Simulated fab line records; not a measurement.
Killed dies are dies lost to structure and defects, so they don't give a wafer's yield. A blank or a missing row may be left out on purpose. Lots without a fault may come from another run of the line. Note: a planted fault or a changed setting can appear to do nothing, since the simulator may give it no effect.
Chamber matching / flow gf180mcu / 4 sister chambers for GF_CONTACT_CMP_27 on cmp-02
The step polishes, stops on SiO2, t overpolish 15 s, target thk 0 nm. 14 wafers are shown with their chamber, then 6 later ones without.

EACH WAFER AND ITS CHAMBER
wafer=L258.3; chamber=3; motor-current-A (A)=11.3; time-to-endpoint-s (s)=72
wafer=L258.5; chamber=1; motor-current-A (A)=11.1; time-to-endpoint-s (s)=78
wafer=L258.6; chamber=0; motor-current-A (A)=11.5; time-to-endpoint-s (s)=75
wafer=L260.1; chamber=1; motor-current-A (A)=11.9; time-to-endpoint-s (s)=74
wafer=L260.2; chamber=3; motor-current-A (A)=11.3; time-to-endpoint-s (s)=71
wafer=L260.4; chamber=0; motor-current-A (A)=11.2; time-to-endpoint-s (s)=73
wafer=L264.2; chamber=1; motor-current-A (A)=11.7; time-to-endpoint-s (s)=78
wafer=L264.4; chamber=0; motor-current-A (A)=10.8; time-to-endpoint-s (s)=75
wafer=L264.6; chamber=1; motor-current-A (A)=11.5; time-to-endpoint-s (s)=72
wafer=L267.3; chamber=1; motor-current-A (A)=12.2; time-to-endpoint-s (s)=69
wafer=L267.4; chamber=2; motor-current-A (A)=10.3; time-to-endpoint-s (s)=69
wafer=L267.5; chamber=1; motor-current-A (A)=10.6; time-to-endpoint-s (s)=69
wafer=L270.1; chamber=1; motor-current-A (A)=11.3; time-to-endpoint-s (s)=71
wafer=L270.3; chamber=0; motor-current-A (A)=10.7; time-to-endpoint-s (s)=76

SIGNATURES, as means of the wafers listed above
reading=motor-current-A; chamber 0=11.050; chamber 1=11.471; chamber 2=10.300; chamber 3=11.300; scatter within a chamber=0.459
reading=time-to-endpoint-s; chamber 0=74.75; chamber 1=73.00; chamber 2=69.00; chamber 3=71.50; scatter within a chamber=3.05
Rule: for a wafer and a chamber, the distance is found by dividing, reading by reading, the gap between the wafer's reading and the chamber's mean by the reading's scatter, squaring, summing and taking the root. The wafer belongs to the nearest chamber; if the next one is less than 2 further off, it can't be placed. The scatter: the root of (the sum of the squares of (reading less its chamber's mean) over the shown wafers, divided by (wafers less chambers)).

WAFERS WITHOUT THEIR CHAMBER
wafer=L272.4; motor-current-A (A)=10.8; time-to-endpoint-s (s)=58
wafer=L274.5; motor-current-A (A)=10.6; time-to-endpoint-s (s)=56
wafer=L274.6; motor-current-A (A)=10.5; time-to-endpoint-s (s)=70
wafer=L279.4; motor-current-A (A)=10.8; time-to-endpoint-s (s)=67
wafer=L279.5; motor-current-A (A)=11.1; time-to-endpoint-s (s)=79
wafer=L279.6; motor-current-A (A)=11.0; time-to-endpoint-s (s)=68

EACH ONE'S CHAMBER
wafer=L272.4; from the rows above=can't be placed: 2 or 3 or 1 or 0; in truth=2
wafer=L274.5; from the rows above=can't be placed: 2 or 3 or 1 or 0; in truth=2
wafer=L274.6; from the rows above=can't be placed: 2 or 3 or 0 or 1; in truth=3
wafer=L279.4; from the rows above=can't be placed: 2 or 3 or 1 or 0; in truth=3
wafer=L279.5; from the rows above=can't be placed: 0 or 1 or 3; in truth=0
wafer=L279.6; from the rows above=can't be placed: 3 or 2 or 1 or 0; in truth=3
0 of 6 placed correctly. From these rows, 6 cannot be placed; in 6 the true chamber is one of the candidates. Number placed wrongly: 0.
